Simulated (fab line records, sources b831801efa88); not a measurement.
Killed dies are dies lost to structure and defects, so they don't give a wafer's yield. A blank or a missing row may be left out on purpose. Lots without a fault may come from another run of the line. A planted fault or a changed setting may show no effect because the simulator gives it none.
Problem report in the 8D (eight disciplines) form, filled by code | flow gf180mcu | the parts of the form that need people (team, actions taken, sign-off) are left out

1. THE PROBLEM
HV_LDD_RS at GF_HV_LDD_RS_MEAS_53 reads a mean of 398.4 ohm/sq on 6 wafers of 2 lots; wafers without a fault read 418.6 ohm/sq with a standard deviation of 0.88. That is -23 standard deviations from the usual mean.
The step: measures by four-point-probe.
First seen on wafer L575.2, day 17 19:24, on film_metro-01. The record holds 39 wafers of 13 lots with a number at this step. Rule for "out", or "out of limits": more than 4 standard deviations from the usual mean. The other wafers with a number count as sound.

2. WHAT IT IS AND WHAT IT IS NOT
question                    | is                           | is not
which readings at this step | HV_LDD_RS                    | -
which lots                  | L575, L578                   | L561, L564, L566, L567, L569, L570, L571, L572, L573, L574, L583
which wafers of those lots  | all that have a number       | -
read on which gauges        | film_metro-01, film_metro-03 | film_metro-04
when                        | from day 17 19:24            | up to then (30 sound wafers); but 3 sound wafers of L583 came after

3. SUSPECTS, AND WHAT RULES EACH OUT
Counting: a tool at a process step up to the reading stays a suspect if it ran every lot that is out and no sound lot after the first of them.
- the gauge at GF_HV_LDD_RS_MEAS_53: ruled out. The wafers that are out were read on 2 gauges (film_metro-01, film_metro-03).
- implanter-02 at GF_HV_LDD_IMPLANT_09: kept. It ran every lot that is out, first L575 (day 15 00:20), and no sound lot after that; its last sound lot up to then is L573 (day 14 08:00). Its own readings are out on those wafers: dose_ions_cm2, faraday_current_uA.
Left after counting: implanter-02 at GF_HV_LDD_IMPLANT_09.

4. THE CAUSE (what the simulator had put in)
Process parameter drift: implanter-02, from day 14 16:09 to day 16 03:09, at GF_HV_LDD_IMPLANT_09. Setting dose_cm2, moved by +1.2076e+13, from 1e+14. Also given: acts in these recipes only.
Counting left only this tool.

5. THE CHAIN OF EFFECTS, in route order
Each row: a reading whose mean over the struck wafers that have a number lies more than 3 standard deviations from the usual. Only readings for which the record gives a usual standard deviation are gone through. hours: the time from each lot's start at the first step in this table that gives one to its start at this step, as a median over the lots. sigmas: the change in usual standard deviations.
hours | step                 | reading            | usual        | on struck wafers | change      | sigmas
0     | GF_HV_LDD_IMPLANT_09 | dose_ions_cm2      | 1.0001e+14   | 1.1200e+14       | +1.1995e+13 | +99 or more
0     | GF_HV_LDD_IMPLANT_09 | faraday_current_uA | 564          | 632              | +68         | +7.0
68    | GF_HV_LDD_RS_MEAS_53 | HV_LDD_RS          | 418.6 ohm/sq | 398.4            | -20.2       | -23
The process steps in it:
- GF_HV_LDD_IMPLANT_09
Later measuring or inspecting steps at which every struck wafer that the step has a row for has a number for every such reading, and none has moved that far: GF_CONTACT_CD_MEAS_14, GF_V2_OVL_MEAS_15.

6. WHAT WOULD HAVE CAUGHT IT SOONER
In this record the first reading out of limits at a measuring or inspecting step was taken at day 17 19:24, 75 hours after the fault began at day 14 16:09.
The tool's own readings at GF_HV_LDD_IMPLANT_09 were out on every struck wafer that the step has a row for (dose_ions_cm2, faraday_current_uA): an alarm limit on them would have fired on the first of those.
All the lots that are out (2) had begun GF_HV_LDD_IMPLANT_09 on implanter-02 by day 17 19:24. A hold on the tool at that time would have spared none of them.
